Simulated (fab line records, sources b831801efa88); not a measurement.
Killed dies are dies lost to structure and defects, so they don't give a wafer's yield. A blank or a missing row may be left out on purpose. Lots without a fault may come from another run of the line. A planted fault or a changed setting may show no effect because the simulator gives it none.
One fault seen from 2 desks | flow sky130 | each desk has only its own numbers; what lay behind them comes last

THE METROLOGY DESK
What the gauges read, lot by lot, whatever tool the lot ran on: means of the sampled wafers that have a number. A lot is out of limits, marked OUT, if its mean lies more than 4 standard deviations from the usual mean; the brackets give that distance.
Columns: A = POLY_GATE_OVL at SKY_POLY_GATE_OVL_MEAS_14, usual -1 nm; B = cd_nm at SKY_METAL4_CD_MEAS_13, usual 299.9 nm
lot  | first seen here | A  | B
L967 | day 17 01:11    | 0  | 300.7
L968 | day 17 05:50    | -6 | 298.7
L969 | day 17 11:32    | 0  | 296.2
L970 | day 18 03:23    | -2 | 290.1 (-8.1) OUT
L981 | day 21 22:58    | 8  | 300.8
L982 | day 22 08:38    | -2 | 298.8
L983 | day 22 18:17    | -5 | 300.4
L984 | day 23 04:05    | 0  | 299.2
L985 | day 23 05:32    | 0  | 298.4
L987 | day 24 04:05    | 4  | 300.4
L988 | day 24 05:55    | 0  | 298.8
This desk's finding: out of limits on L970; first on L970, day 43 02:06 (cd_nm at SKY_METAL4_CD_MEAS_13). In limits: L967, L968, L969, L981, L982, L983, L984, L985, L987, L988.

THE TOOL OWNER'S DESK: krf_scanner-01
The tool's own readings at SKY_METAL4_EXPOSE_10 (exposes mask MM4, target cd 300 nm): means of the sampled wafers that have a number, for each lot that ran on this tool. A lot is out of limits, marked OUT, if its mean lies more than 4 standard deviations from the usual mean; the brackets give that distance.
Columns: A = focus_offset_nm at SKY_METAL4_EXPOSE_10, usual 0.0 nm; B = stage_vel_mm_s at SKY_METAL4_EXPOSE_10, usual 500.02 mm/s
lot  | first seen here | A    | B
L967 | day 41 21:40    | -0.3 | 500.01
L969 | day 42 06:24    | 0.5  | 500.19
L970 | day 42 15:13    | -0.1 | 499.82
L982 | day 45 16:32    | -0.8 | 499.98
L987 | day 46 23:44    | 0.5  | 499.83
L988 | day 47 00:29    | 0.3  | 500.17
This desk's finding: nothing out of limits on any of the 6 lots.

PUT TOGETHER
The metrology desk could have raised an alarm at day 43 02:06, on L970.
The tool owner's desk saw nothing out of limits.
The tool owner's desk has L970 on record, within its limits.
Of the lots named, all ran SKY_METAL4_EXPOSE_10 on krf_scanner-01.

WHAT THE SIMULATOR HAD PUT IN
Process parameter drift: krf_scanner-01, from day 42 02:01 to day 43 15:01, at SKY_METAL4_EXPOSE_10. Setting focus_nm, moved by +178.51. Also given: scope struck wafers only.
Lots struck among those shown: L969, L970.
Hours from the fault's start to each desk's first reading out of limits: the metrology desk, 24.
